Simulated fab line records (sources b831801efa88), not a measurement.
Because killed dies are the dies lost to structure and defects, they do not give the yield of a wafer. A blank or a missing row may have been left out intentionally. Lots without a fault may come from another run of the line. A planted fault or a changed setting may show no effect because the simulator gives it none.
Comparing a struck lot with a sound one    flow sky130    17 steps out of a route of 708
Sound: the wafers L975.1, L975.2, L975.6. The struck wafers were L984.2, L984.3, L984.5. Last of all comes the cause.
At each step with rows: each side's tool, then ch and its chambers, then its first start. Under that, the readings that differ: sound wafers    struck wafers    difference of the means    sigmas: that difference in standard deviations of wafers without a fault.
alike: same words and numbers on both sides, and readings whose means sit less than 2 such deviations apart. not compared: any withheld reading, any reading some wafer has no value for, any bound like >300 that may hide the same value, and any number with overlapping values for which the record gives no deviation.
Wherever a step has rows on one side only, a row that says differs or no value, or a row with sigmas, the two part there. When numbers do not overlap yet have no deviation, they are printed without sigmas and do not part them. Lack of a reading on every wafer of one side parts them only where that side has two or more wafers.

first, 1 step without rows for these wafers: SKY_VT_ADJUST_LVTN_IMPLANT_19.
SKY_VT_ADJUST_LVTN_STRIP_20: strips in O2/N2.
  sound on plasma_asher-03 ch 0,1, day 9 19:22; struck on plasma_asher-02 ch 0,1, day 12 10:40
  alike: drypump_motor_current_A, oes_product_au, strip_time_to_endpoint_s
  not compared: rf_hours_counter_h
SKY_VT_ADJUST_LVTN_TW_MEAS_21:
  sound on film_metro-02, day 9 19:28; struck on film_metro-03, day 12 10:47
  alike: VT_ADJUST_LVTN_2_TW
then, 7 steps without rows for these wafers: SKY_VT_ADJUST_NCORE_DEHYDRATE_00 (time 60 s); SKY_VT_ADJUST_NCORE_HMDS_01 (prime time 60 s); SKY_VT_ADJUST_NCORE_COAT_02 (resist thk 1140 nm); SKY_VT_ADJUST_NCORE_SOFTBAKE_03 (time 60 s); SKY_VT_ADJUST_NCORE_EXPOSE_04 (exposes mask LVTN COMPLEMENT THIN, target cd 380 nm); SKY_VT_ADJUST_NCORE_PEB_05; SKY_VT_ADJUST_NCORE_DEVELOP_06 (develop time 60 s).
SKY_VT_ADJUST_NCORE_CD_MEAS_07 targets a cd of 380 nm.
  sound on cd_sem-02, day 10 18:27; struck on cd_sem-02, day 13 11:47
reading     sound              struck             difference  sigmas
cd_nm (nm)  382.6 380.7 382.0  374.4 373.3 370.9  -8.9        -3
SKY_VT_ADJUST_NCORE_OVL_MEAS_08:
  sound on overlay-02, day 10 18:34; struck on overlay-02, day 13 11:53
  alike: VT_ADJUST_NCORE_OVL
SKY_VT_ADJUST_NCORE_IMPLANT_09:
  sound on implanter-02 ch 0, day 10 18:37; struck on implanter-01 ch 0, day 13 11:56
reading                    sound              struck                difference  sigmas
beam_energy_keV            9.999 9.996 9.999  13.785 13.785 13.779  +3.785      +99 or more
model.implant.rp_nm (nm)   32.61 32.61 32.61  45.05 45.05 45.05     +12.44      
model.implant.drp_nm (nm)  17.11 17.11 17.11  21.59 21.59 21.59     +4.48       
SKY_VT_ADJUST_NCORE_STRIP_10: strips in O2/N2.
  sound on plasma_asher-03 ch 0,1, day 10 18:46; struck on plasma_asher-03 ch 0,1, day 13 12:04
  alike: drypump_motor_current_A, oes_product_au, strip_time_to_endpoint_s
  not compared: rf_hours_counter_h
SKY_VT_ADJUST_NCORE_TW_MEAS_11:
  sound on film_metro-03, day 10 18:52; struck on film_metro-01, day 13 12:10
reading             sound              struck             difference  sigmas
VT_ADJUST_NCORE_TW  220.7 220.0 219.4  236.0 235.6 235.5  +15.7       +11
then, 1 step without rows for these wafers: SKY_VT_ADJUST_HVTR_DEHYDRATE_00 (time 60 s).
-- the record jumps here: 36 days lie between the struck wafers' starts before and after (it left off in module VT_ADJUST_HVTR and takes up again in module PAD_OPEN, whose first step shown is number 708 of the route) --
SKY_PAD_OPEN_PROBE_99:
  sound on prober-02, day 47 19:22; struck on prober-01, day 49 21:35
reading                                     sound                          struck                        difference  sigmas
model.etest.nfet_16v.r_on_ohm_um            1.408e+04 1.403e+04 1.396e+04  1.48e+04 1.496e+04 1.479e+04  +8.27e+02   
model.etest.res_pwell_under_gate.rs_ohm_sq  2310 2309 2322                 2229 2207 2224                -94         
model.etest.pfet_16v.drive_ua_um            242.2 241.8 240.3              259.6 257 261                 +17.8       
model.etest.pfet_g5v0d10v5.off_log10_a_um   -12.91 -12.79 -12.79           -11.52 -11.16 -11.18          +1.54       
model.etest.pfet_g5v0d10v5.vt_sat_v (V)     -0.6673 -0.6663 -0.6638        -0.5516 -0.5305 -0.5249       +0.1301     
model.etest.pfet_16v.vt_v (V)               -1.119 -1.126 -1.121           -1.006 -1.007 -0.9989         +0.118      
model.etest.pfet_g5v0d10v5.vt_v (V)         -0.8529 -0.86 -0.8526          -0.7809 -0.7605 -0.7511       +0.0910     
model.etest.pfet_g5v0d10v5.vt_long_v (V)    -0.9436 -0.9507 -0.9496        -0.8606 -0.8591 -0.8476       +0.0922     
  alike: killed_at_M0_to_M3, killed_at_M4_up, killed_at_contacts, killed_at_front_end, killed_at_other, killed_dies, killed_open, killed_short

WHERE THEY PART
Last at SKY_VT_ADJUST_NCORE_TW_MEAS_11 as far as this record goes, first at SKY_VT_ADJUST_NCORE_CD_MEAS_07. Later steps at which nothing parts them and some readings are alike: SKY_PAD_OPEN_PROBE_99.

WHY: what had been put in by the simulator
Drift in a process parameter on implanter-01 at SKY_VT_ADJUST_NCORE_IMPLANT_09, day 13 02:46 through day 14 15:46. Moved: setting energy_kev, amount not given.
